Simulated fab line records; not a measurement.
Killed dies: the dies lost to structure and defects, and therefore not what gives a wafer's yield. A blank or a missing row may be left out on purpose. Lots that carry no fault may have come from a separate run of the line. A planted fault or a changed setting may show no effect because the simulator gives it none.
fab line records ; flow gf180mcu ; part 2 of 2: steps 33 to 43 of 43
[record] lots = 5; wafers = 15; last-day = 34
route steps=602 shown STI@24 DNWELL@32 NWELL@42 LVPWELL@54 MVSD@66
lots untouched by any fault: they come from a run of this same line in which no faults occurred
start-h: start of the lot's first displayed wafer, in hours after the record's first day ; wait-h: hours since the lot's step before ; " as in the row above ; L1.1+2: a single row standing in for several wafers ; - no value, or no start given ; * or withheld: withheld ; < > ~ a bound
route shown NAME@n: a module of which the file shows steps, and the number in the route of the first ; usual: average and standard deviation across the fault-free wafers ; same: alike in all rows ; chamber/n: place in a boat ; sites: the reading at each site ; _std_site: how widely they spread, as a standard deviation ; _edge_site: the outer-site mean with the inner-site mean subtracted ; radius-mm: how far each site lies from the wafer's centre ; mask NAME#n: copy n ; behind: the last tool/chamber to shape the wafer ; hold: cause of the lot's hold/its duration in hours/its outcome ; device: whichever transistor did not switch (one of n, p or np) ; end of line: the tests these same wafers got at the end of their route ; where a step has no rows: the recipe by itself ; killed: the dies lost at the first sort to structure and to defects; this is not the yield of the wafer ; map: dies across one wafer; x = killed, . = not, _ = none there
set.NAME: the run value of the setting; set.NAME@STEP: its run value at that earlier step ; model.NAME: the simulator's own value behind a step, which no gauge read
a table for each step, a row for each wafer; lots at some steps of the route
services: the hour from which a tool's chamber was out of use, counted from the record's first day as start-h (under 0 if before that day), plus the number of hours and why
[[steps]]
[step GF_LVPWELL_COAT_02]
[recipe] spin-rpm = 2000; resist-thk-nm = 3000
lot.wafer;tool;chamber;start-h;wait-h
L084.1+5+6;litho-track-01;0;117.90;0.1
L085.1+4+5;litho-track-04;0;121.51;0.1
L090.1+2+4;litho-track-04;0;151.16;0.1
L095.1+2+5;litho-track-04;0;177.66;0.1
L097.1+5+6;litho-track-03;0;188.72;0.1
[step GF_LVPWELL_SOFTBAKE_03]
[recipe] temp-c = 110; time-s = withheld
lot.wafer;tool;chamber;start-h;wait-h
L084.1+5+6;litho-track-01;0;118.05;0.1
L085.1+4+5;litho-track-04;0;121.66;0.1
L090.1+2+4;litho-track-04;0;151.31;0.1
L095.1+2+5;litho-track-04;0;177.81;0.1
L097.1+5+6;litho-track-03;0;188.87;0.1
[step GF_LVPWELL_EXPOSE_04]
[recipe] mask-id = LVPWELL; target-cd-nm = 600; na = 0.6; source-shape = conventional; sigma-outer = 0.6; dose-mj = 260
[usual] exposure-dose-mJ-cm2 = 260.00/0.26
lot.wafer;tool;chamber;start-h;wait-h;mask;exposure-dose-mJ-cm2
L084.1;iline-stepper-02;0;-;-;LVPWELL#0;260.00
L084.5;iline-stepper-02;0;-;-;LVPWELL#0;260.05
L084.6;iline-stepper-02;0;-;-;LVPWELL#0;259.93
L085.1;iline-stepper-01;0;-;-;LVPWELL#0;259.71
L085.4;iline-stepper-01;0;-;-;LVPWELL#0;259.80
L085.5;iline-stepper-01;0;-;-;LVPWELL#0;259.96
L090.1;iline-stepper-01;0;-;-;LVPWELL#0;259.88
L090.2;iline-stepper-01;0;-;-;LVPWELL#0;260.16
L090.4;iline-stepper-01;0;-;-;LVPWELL#0;260.47
L095.1;iline-stepper-01;0;-;-;LVPWELL#0;259.94
L095.2;iline-stepper-01;0;-;-;LVPWELL#0;259.96
L095.5;iline-stepper-01;0;-;-;LVPWELL#0;259.93
L097.1;iline-stepper-02;0;-;-;LVPWELL#0;260.08
L097.5;iline-stepper-02;0;-;-;LVPWELL#0;259.82
L097.6;iline-stepper-02;0;-;-;LVPWELL#0;260.24
[step GF_LVPWELL_PEB_05]
[recipe] temp-c = 115; time-s = withheld
lot.wafer;tool;chamber;start-h;wait-h
L084.1+5+6;litho-track-04;0;-;-
L085.1+4+5;litho-track-03;0;-;-
L090.1+2+4;litho-track-01;0;-;-
L095.1+2+5;litho-track-04;0;-;-
L097.1+5+6;litho-track-04;0;-;-
[step GF_LVPWELL_DEVELOP_06]
[recipe] wall-angle-deg = 90; develop-time-s = 60; dev-temp-c = 23
[usual] developer-temp-C = 22.99/0.11
[same] develop-time-s = 60
lot.wafer;tool;chamber;start-h;wait-h;developer-temp-C
L084.1;litho-track-04;0;-;-;23.08
L084.5;litho-track-04;0;-;-;23.02
L084.6;litho-track-04;0;-;-;22.90
L085.1;litho-track-03;0;-;-;23.11
L085.4;litho-track-03;0;-;-;23.12
L085.5;litho-track-03;0;-;-;22.98
L090.1;litho-track-01;0;-;-;22.96
L090.2;litho-track-01;0;-;-;23.26
L090.4;litho-track-01;0;-;-;23.00
L095.1;litho-track-04;0;-;-;22.82
L095.2;litho-track-04;0;-;-;23.02
L095.5;litho-track-04;0;-;-;22.75
L097.1;litho-track-04;0;-;-;23.08
L097.5;litho-track-04;0;-;-;23.01
L097.6;litho-track-04;0;-;-;22.93
[step GF_LVPWELL_OVL_MEAS_07]
[usual] LVPWELL_OVL = 1.5/1.6
lot.wafer;tool;chamber;start-h;wait-h;LVPWELL_OVL[nm]
L084.1;overlay-01;-;124.71;-;1.9
L084.5;overlay-01;-;124.71;-;3.2
L084.6;overlay-01;-;124.71;-;1.2
L085.1;overlay-01;-;129.22;-;-3.3
L085.4;overlay-01;-;129.22;-;-2.0
L085.5;overlay-01;-;129.22;-;-1.4
L090.1;overlay-02;-;159.15;-;2.1
L090.2;overlay-02;-;159.15;-;1.2
L090.4;overlay-02;-;159.15;-;1.4
L095.1;overlay-01;-;186.46;-;0.8
L095.2;overlay-01;-;186.46;-;-0.8
L095.5;overlay-01;-;186.46;-;-0.5
L097.1;overlay-02;-;197.06;-;1.9
L097.5;overlay-02;-;197.06;-;1.2
L097.6;overlay-02;-;197.06;-;1.2
[step GF_LVPWELL_IMPLANT_08]
[recipe] species = B; energy-kev = 170; dose-cm2 = 1.5e+13; tilt-deg = 0
[usual] faraday-current-uA = 84.7/1.6
lot.wafer;tool;chamber;start-h;wait-h;faraday-current-uA
L084.1;implanter-01;0;124.74;0.0;83.7
L084.5;implanter-01;0;124.74;0.0;84.4
L084.6;implanter-01;0;124.74;0.0;81.7
L085.1;implanter-02;0;129.26;0.0;83.9
L085.4;implanter-02;0;129.26;0.0;84.3
L085.5;implanter-02;0;129.26;0.0;85.7
L090.1;implanter-04;0;159.19;0.0;84.1
L090.2;implanter-04;0;159.19;0.0;85.4
L090.4;implanter-04;0;159.19;0.0;84.2
L095.1;implanter-02;0;186.49;0.0;86.2
L095.2;implanter-02;0;186.49;0.0;84.0
L095.5;implanter-02;0;186.49;0.0;83.1
L097.1;implanter-01;0;197.09;0.0;81.3
L097.5;implanter-01;0;197.09;0.0;82.6
L097.6;implanter-01;0;197.09;0.0;86.5
[step GF_LVPWELL_IMPLANT_09]
[recipe] species = B; energy-kev = 60; dose-cm2 = 5e+12; tilt-deg = 0
[usual] faraday-current-uA = 28.2/0.63
lot.wafer;tool;chamber;start-h;wait-h;faraday-current-uA
L084.1;implanter-01;0;124.89;0.1;27.8
L084.5;implanter-01;0;124.89;0.1;28.0
L084.6;implanter-01;0;124.89;0.1;29.2
L085.1;implanter-02;0;129.41;0.1;28.7
L085.4;implanter-02;0;129.41;0.1;27.8
L085.5;implanter-02;0;129.41;0.1;28.2
L090.1;implanter-04;0;159.34;0.1;28.4
L090.2;implanter-04;0;159.34;0.1;28.1
L090.4;implanter-04;0;159.34;0.1;28.4
L095.1;implanter-02;0;186.64;0.1;27.6
L095.2;implanter-02;0;186.64;0.1;28.4
L095.5;implanter-02;0;186.64;0.1;27.9
L097.1;implanter-01;0;197.24;0.1;28.3
L097.5;implanter-01;0;197.24;0.1;28.6
L097.6;implanter-01;0;197.24;0.1;28.7
[step GF_LVPWELL_STRIP_10]
[recipe] chemistry = O2/N2; power-w = 1400; pressure-mtorr = 1500; platen-temp-c = 250; o2-flow-sccm = 3000; n2-flow-sccm = 300; overash-fraction = 0.5
[usual] drypump-motor-current-A = 5.78/0.19; heater-power-w = 343/21; oes-product-au = 0.722/0.0044; strip-time-to-endpoint-s = 36.97/0.11
lot.wafer;tool;chamber;start-h;wait-h;drypump-motor-current-A;heater-power-w;oes-product-au;rf-hours-counter-h;strip-time-to-endpoint-s
L084.1;plasma-asher-04;0;125.04;0.1;5.73;350;0.720;34;37.00
L084.5;plasma-asher-04;1;125.04;0.1;5.93;318;0.720;-;37.11
L084.6;plasma-asher-04;0;125.04;0.1;5.73;351;0.725;-;36.99
L085.1;plasma-asher-01;1;129.56;0.1;5.55;361;0.723;50;37.31
L085.4;plasma-asher-01;1;129.56;0.1;5.55;358;0.719;-;37.24
L085.5;plasma-asher-01;0;129.56;0.1;5.71;364;0.715;-;37.25
L090.1;plasma-asher-01;1;159.49;0.1;5.55;354;0.723;53;37.10
L090.2;plasma-asher-01;0;159.49;0.1;5.69;376;0.716;53;37.03
L090.4;plasma-asher-01;1;159.49;0.1;5.55;344;0.727;-;36.98
L095.1;plasma-asher-01;1;186.79;0.1;5.54;357;0.729;56;36.92
L095.2;plasma-asher-01;0;186.79;0.1;5.66;377;0.723;56;36.94
L095.5;plasma-asher-01;1;186.79;0.1;5.53;363;0.728;-;36.94
L097.1;plasma-asher-02;0;197.39;0.1;5.52;311;0.726;2;36.84
L097.5;plasma-asher-02;0;197.39;0.1;5.51;305;0.725;-;36.96
L097.6;plasma-asher-02;1;197.39;0.1;6.19;370;0.724;-;36.86
[step GF_LVPWELL_TW_MEAS_11]
[usual] LVPWELL_TW = 565/3.3
lot.wafer;tool;chamber;start-h;wait-h;LVPWELL_TW
L084.1;film-metro-04;-;125.14;0.1;567
L084.5;film-metro-04;-;125.14;0.1;570
L084.6;film-metro-04;-;125.14;0.1;569
L085.1;film-metro-03;-;129.66;0.1;563
L085.4;film-metro-03;-;129.66;0.1;565
L085.5;film-metro-03;-;129.66;0.1;563
L090.1;film-metro-04;-;159.59;0.1;572
L090.2;film-metro-04;-;159.59;0.1;570
L090.4;film-metro-04;-;159.59;0.1;570
L095.1;film-metro-04;-;186.89;0.1;569
L095.2;film-metro-04;-;186.89;0.1;567
L095.5;film-metro-04;-;186.89;0.1;566
L097.1;film-metro-04;-;197.49;0.1;564
L097.5;film-metro-04;-;197.49;0.1;568
L097.6;film-metro-04;-;197.49;0.1;567
[step GF_MVSD_DEHYDRATE_00]
[recipe] temp-c = 200; time-s = 60
lot.wafer;tool;chamber;start-h;wait-h
L084.1+5+6;litho-track-03;0;132.47;7.3
L085.1+4+5;litho-track-04;0;136.31;6.6
L090.1+2+4;litho-track-03;0;167.57;8.0
L095.1+2+5;litho-track-02;0;194.10;7.2
L097.1+5+6;litho-track-03;0;205.22;7.7
[[services]]
tool;chamber;start-h;hours;kind
implanter-03;-;61.20;3.9;repair
cmp-02;-;64.15;4.0;pm
wet-bench-04;-;64.38;4.1;repair
implanter-01;-;67.48;2.4;repair
furnace-02;-;76.05;3.3;pm
implanter-01;-;84.43;16.5;repair
cmp-01;-;87.34;4.6;pm
implanter-03;-;90.64;4.8;pm
furnace-01;-;91.70;3.4;pm
cmp-01;-;96.57;0.7;repair
plasma-asher-02;-;108.79;9.0;pm
iline-stepper-01;-;117.00;1.7;pm
wet-bench-04;-;122.12;0.7;repair
plasma-asher-01;-;141.14;7.8;pm
implanter-03;-;157.42;1.4;repair
cmp-02;-;165.89;0.5;repair
hdpcvd-01;-;175.62;4.6;repair
furnace-01;-;180.00;4.3;pm
cmp-02;-;189.51;0.5;repair
hdpcvd-01;0;195.05;7.4;repair
furnace-02;-;195.33;4.9;pm
implanter-02;-;204.20;1.2;repair
iline-stepper-02;-;204.37;8.2;repair
implanter-02;-;205.18;5.8;repair
